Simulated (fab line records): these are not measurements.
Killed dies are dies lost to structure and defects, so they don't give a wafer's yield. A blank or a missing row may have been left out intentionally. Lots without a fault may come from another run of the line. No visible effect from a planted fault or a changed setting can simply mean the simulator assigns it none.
Struck lot and sound lot, side by side + flow sky130 + 16 out of 708 route steps
Sound: the wafers L302.1, L302.3, L302.5. Wafers struck: L316.1, L316.4, L316.5. The cause comes at the end.
Each step with rows lists, per side, the tool, then ch with its chambers, then its first start. Under that, the readings that differ: sound wafers + struck wafers + difference of the means + sigmas: that difference in standard deviations of wafers without a fault.
alike: same words and numbers on both sides, and readings whose means sit less than 2 such deviations apart. not compared: any withheld reading, any reading some wafer has no value for, any bound like >300 that may hide the same value, and any number with overlapping values for which the record gives no deviation.
The two part at a step that has a row with sigmas, a row that says differs or no value, or rows on one side only. Non-overlapping numbers with no deviation appear without sigmas and do not part them. A reading that every wafer of one side lacks parts them only if that side has two wafers or more.

first, 4 steps without rows for these wafers: SKY_RES_XHIGH_EXPOSE_04 (exposes mask URPM, target cd 1270 nm); SKY_RES_XHIGH_PEB_05; SKY_RES_XHIGH_DEVELOP_06 (develop time 60 s); SKY_RES_XHIGH_IMPLANT_07.
SKY_RES_XHIGH_STRIP_08: strips in O2/N2.
  sound on plasmaAsher-02 ch 0,1, day 26 15:04; struck on plasmaAsher-01 ch 0,1, day 31 16:42
| reading                  | sound             | struck            | difference | sigmas |
|--------------------------|-------------------|-------------------|------------|--------|
| drypumpMotorCurrentA (A) | 6.5 6.4 6.0       | 5.7 5.0 5.0       | -1.1       | -2     |
| stripTimeToEndpointS (s) | 14.22 14.22 14.22 | 14.31 14.28 14.34 | +0.09      | +2     |
  alike: oesProductAu
  not compared: rfHoursCounterH
SKY_RES_XHIGH_TW_MEAS_09:
  sound on filmMetro-04, day 26 15:10; struck on filmMetro-04, day 31 16:48
  alike: RES_XHIGH_TW
then, 6 steps without rows for these wafers: SKY_SD_N_DEHYDRATE_00 (time 60 s); SKY_SD_N_HMDS_01 (prime time 60 s); SKY_SD_N_COAT_02 (resist thk 1140 nm); SKY_SD_N_SOFTBAKE_03 (time 60 s); SKY_SD_N_EXPOSE_04 (exposes mask NSDM, target cd 380 nm); SKY_SD_N_PEB_05.
SKY_SD_N_DEVELOP_06: develop time 60 s.
  sound on lithoTrack-04 ch 0, day 27 19:17; struck on lithoTrack-04 ch 0, day 32 18:29
SKY_SD_N_CD_MEAS_07 targets a cd of 380 nm.
  sound on cdSem-02, day 27 19:26; struck on cdSem-02, day 32 18:56
| reading   | sound             | struck            | difference | sigmas |
|-----------|-------------------|-------------------|------------|--------|
| cdNm (nm) | 380.5 382.2 383.4 | 370.3 371.2 370.4 | -11.4      | -5     |
  not compared: hold
SKY_SD_N_OVL_MEAS_08:
  sound on overlay-02, day 27 19:34; struck on overlay-02, day 32 22:24
| reading | sound | struck                                                                  | difference                   | sigmas |
|---------|-------|-------------------------------------------------------------------------|------------------------------|--------|
| hold    | - - - | awaitDispo/3.3h/release awaitDispo/3.3h/release awaitDispo/3.3h/release | no value on the sound wafers |        |
  alike: SD_N_OVL
following that, these wafers have no rows for 1 step: SKY_PAD_OPEN_PROBE_99.

WHERE THEY PART
First at SKY_RES_XHIGH_STRIP_08; last, within this record, at SKY_SD_N_OVL_MEAS_08.

WHY: what had been put in by the simulator
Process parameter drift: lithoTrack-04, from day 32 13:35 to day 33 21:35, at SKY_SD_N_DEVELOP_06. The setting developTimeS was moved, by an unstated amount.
